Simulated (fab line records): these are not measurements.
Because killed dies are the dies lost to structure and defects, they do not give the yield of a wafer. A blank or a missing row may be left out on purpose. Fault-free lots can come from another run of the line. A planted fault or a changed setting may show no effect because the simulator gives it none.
Comparing a struck lot with a sound one + flow sky130 + 19 steps out of a route of 708
Sound: wafers L715.2, L715.3, L715.5. Struck: wafers L707.2, L707.3, L707.5. The cause comes at the end.
Each step with rows lists, per side, the tool, then ch with its chambers, then its first start. Under that, the readings that differ: sound wafers + struck wafers + difference of the means + sigmas: that difference in standard deviations of wafers without a fault.
alike: same words and numbers on both sides, and readings whose means sit less than 2 such deviations apart. not compared: any withheld reading, any reading some wafer has no value for, any bound like >300 that may hide the same value, and any number with overlapping values for which the record gives no deviation.
A row with sigmas, a row that says differs or no value, or rows on one side alone: a step with any of these is where the two part. Numbers that don't overlap but have no deviation are shown without sigmas and don't part them. A reading missing from all wafers of one side parts the sides only when that side holds two or more wafers.

first, 6 steps without rows for these wafers: SKY_VT_ADJUST_PCH_HMDS_01 (prime time 60 s); SKY_VT_ADJUST_PCH_COAT_02 (resist thk 3000 nm); SKY_VT_ADJUST_PCH_SOFTBAKE_03; SKY_VT_ADJUST_PCH_EXPOSE_04 (exposes mask NWM, target cd 840 nm); SKY_VT_ADJUST_PCH_PEB_05; SKY_VT_ADJUST_PCH_DEVELOP_06 (develop time 60 s).
SKY_VT_ADJUST_PCH_OVL_MEAS_07:
  sound: overlay-02 at day 15 07:58; struck: overlay-02 at day 12 21:16
  alike: VT_ADJUST_PCH_OVL
then, 1 step without rows for these wafers: SKY_VT_ADJUST_PCH_IMPLANT_08.
SKY_VT_ADJUST_PCH_STRIP_09: strips in O2/N2.
  sound on plasma-asher-03 ch 0,1, day 15 08:08; struck on plasma-asher-02 ch 0, day 12 21:27
| reading                      | sound             | struck            | difference | sigmas |
|------------------------------|-------------------|-------------------|------------|--------|
| strip-time-to-endpoint-s (s) | 37.10 37.10 37.07 | 36.89 36.75 36.85 | -0.26      | -2     |
  alike: drypump-motor-current-A, oes-product-au
  not compared: rf-hours-counter-h
SKY_VT_ADJUST_PCH_TW_MEAS_10:
  sound: film-metro-03 at day 15 08:15; struck: film-metro-01 at day 12 21:34
  alike: VT_ADJUST_PCH_TW
then, 2 steps without rows for these wafers: SKY_SONOS_TUNNEL_DEHYDRATE_00 (time 60 s); SKY_SONOS_TUNNEL_HMDS_01 (prime time 60 s).
SKY_SONOS_TUNNEL_COAT_02: resist thk 1140 nm.
  sound on litho-track-03 ch 0, day 15 22:02; struck on litho-track-04 ch 0, day 13 10:08
| reading                                           | sound                | struck               | difference | sigmas |
|---------------------------------------------------|----------------------|----------------------|------------|--------|
| spin-speed-rpm (rpm)                              | 3000.2 3000.6 3004.5 | 2924.8 2921.6 2923.2 | -78.6      | -39    |
| model.NOVOLAK_of_SONOS_TUNNEL_COAT_02.thk-nm (nm) | 1139 1139 1139       | 1159 1161 1159       | +21        |        |
  alike: dispense-pressure-kPa, resist-line-temp-C
then, 3 steps without rows for these wafers: SKY_SONOS_TUNNEL_SOFTBAKE_03 (time 60 s); SKY_SONOS_TUNNEL_EXPOSE_04 (exposes mask TUNM, target cd 410 nm); SKY_SONOS_TUNNEL_PEB_05.
SKY_SONOS_TUNNEL_DEVELOP_06: develop time 60 s.
  sound on litho-track-04 ch 0, day 16 12:26; struck on litho-track-03 ch 0, day 13 23:11
| reading                                           | sound             | struck            | difference | sigmas |
|---------------------------------------------------|-------------------|-------------------|------------|--------|
| resist-line-temp-C (C)                            | 23.17 23.26 23.22 | 22.92 23.08 22.97 | -0.23      | -2     |
| model.NOVOLAK_of_SONOS_TUNNEL_COAT_02.thk-nm (nm) | 1139 1139 1139    | 1158 1160 1159    | +20        |        |
SKY_SONOS_TUNNEL_CD_MEAS_07: the cd target is 410 nm.
  sound: cd-sem-02 at day 16 12:35; struck: cd-sem-02 at day 13 23:20
  alike: cd-nm
-- a jump in the record: the struck wafers' starts before and after are 34 days apart (it breaks off in module SONOS_TUNNEL and resumes in module PAD_OPEN, where the first step shown is number 708 of the route) --
SKY_PAD_OPEN_PROBE_99:
  sound: prober-01 at day 49 19:35; struck: prober-01 at day 47 19:32
  alike: killed_at_M0_to_M3, killed_at_M4_up, killed-at-contacts, killed-at-front-end, killed-at-other, killed-dies, killed-open, killed-short

## WHERE THEY PART
First at SKY_VT_ADJUST_PCH_STRIP_09; last, within this record, at SKY_SONOS_TUNNEL_DEVELOP_06. Later steps at which nothing parts them and some readings are alike: SKY_SONOS_TUNNEL_CD_MEAS_07, SKY_PAD_OPEN_PROBE_99.

WHY: the cause the simulator had injected
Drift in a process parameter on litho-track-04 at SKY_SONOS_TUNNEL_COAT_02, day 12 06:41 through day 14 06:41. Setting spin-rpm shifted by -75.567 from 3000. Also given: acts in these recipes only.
